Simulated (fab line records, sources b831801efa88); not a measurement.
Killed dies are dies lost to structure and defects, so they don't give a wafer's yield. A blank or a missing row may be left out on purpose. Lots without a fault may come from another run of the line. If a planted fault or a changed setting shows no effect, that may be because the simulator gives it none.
The same fault as seen by 2 desks ; flow gf180mcu ; each desk holds nothing but its own numbers, with what lay behind them at the end

== THE METROLOGY DESK ==
What the gauges read, lot by lot, whatever tool the lot ran on: means of the sampled wafers that have a number. The brackets show how far a lot's mean lies from the usual mean; more than 4 standard deviations puts the lot out of limits, marked OUT.
Columns: A = CONTACT_CVD_00_THK at GF_CONTACT_THK_MEAS_01, usual 289.2 nm; B = CONTACT_W_RS at GF_CONTACT_RS_MEAS_25, usual 0.385 ohm/sq; C = CONTACT_W_THK at GF_CONTACT_THK_MEAS_26, usual 301 nm
lot;first seen here;A;B;C
L492;day 15 13:29;291.6;0.394;295
L493;day 16 00:45;291.4;0.381;303
L494;day 16 05:13;291.3;0.392;295
L496;day 16 22:59;290.7;0.384;306
L497;day 17 07:07;287.7;0.386;300
L498;day 17 21:33;286.9;0.386;301
L501;day 18 19:24;291.5;0.391;295
L504;day 19 19:42;291.4;0.388;301
L505;day 20 11:19;290.7;0.371;313
L506;day 20 17:58;284.2;0.381;304
L507;day 21 06:08;288.9;0.353 (-6.6) OUT;327 (+6.5) OUT
This desk's result: L507 out of limits, first on L507 (CONTACT_W_RS at GF_CONTACT_RS_MEAS_25), day 22 06:56. In limits: L492, L493, L494, L496, L497, L498, L501, L504, L505, L506.

== TOOL OWNER'S DESK, cvd-w-02 ==
The tool's own readings at GF_CONTACT_CVD_24 (deposits W, target thk 300 nm, time 90.339 s): means of the sampled wafers that have a number, for each lot that ran on this tool. The brackets show how far a lot's mean lies from the usual mean; more than 4 standard deviations puts the lot out of limits, marked OUT.
Columns: A = heater-power-w at GF_CONTACT_CVD_24, usual 879 W
lot;first seen here;A
L492;day 16 12:22;890
L494;day 17 04:56;1006
L496;day 17 23:10;929
L497;day 18 07:38;939
L498;day 18 21:53;923
L504;day 20 21:22;1051
L505;day 21 12:48;940
L507;day 22 06:49;949
This desk's verdict: no lot among the 8 shows anything out of limits.

== ALL TOGETHER ==
L507 would have let the metrology desk raise an alarm at day 22 06:56.
The tool owner's desk saw nothing out of limits.
Tool owner's desk: L507 on record, inside its limits.
Every lot named ran GF_CONTACT_CVD_24 on cvd-w-02.

== WHAT THE SIMULATOR HAD PUT IN ==
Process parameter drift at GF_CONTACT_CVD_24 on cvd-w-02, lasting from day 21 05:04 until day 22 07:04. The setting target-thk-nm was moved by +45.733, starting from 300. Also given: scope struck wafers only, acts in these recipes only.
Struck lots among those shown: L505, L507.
Time in hours between the start of the fault and the first out-of-limits reading at each desk: metrology desk, 26.
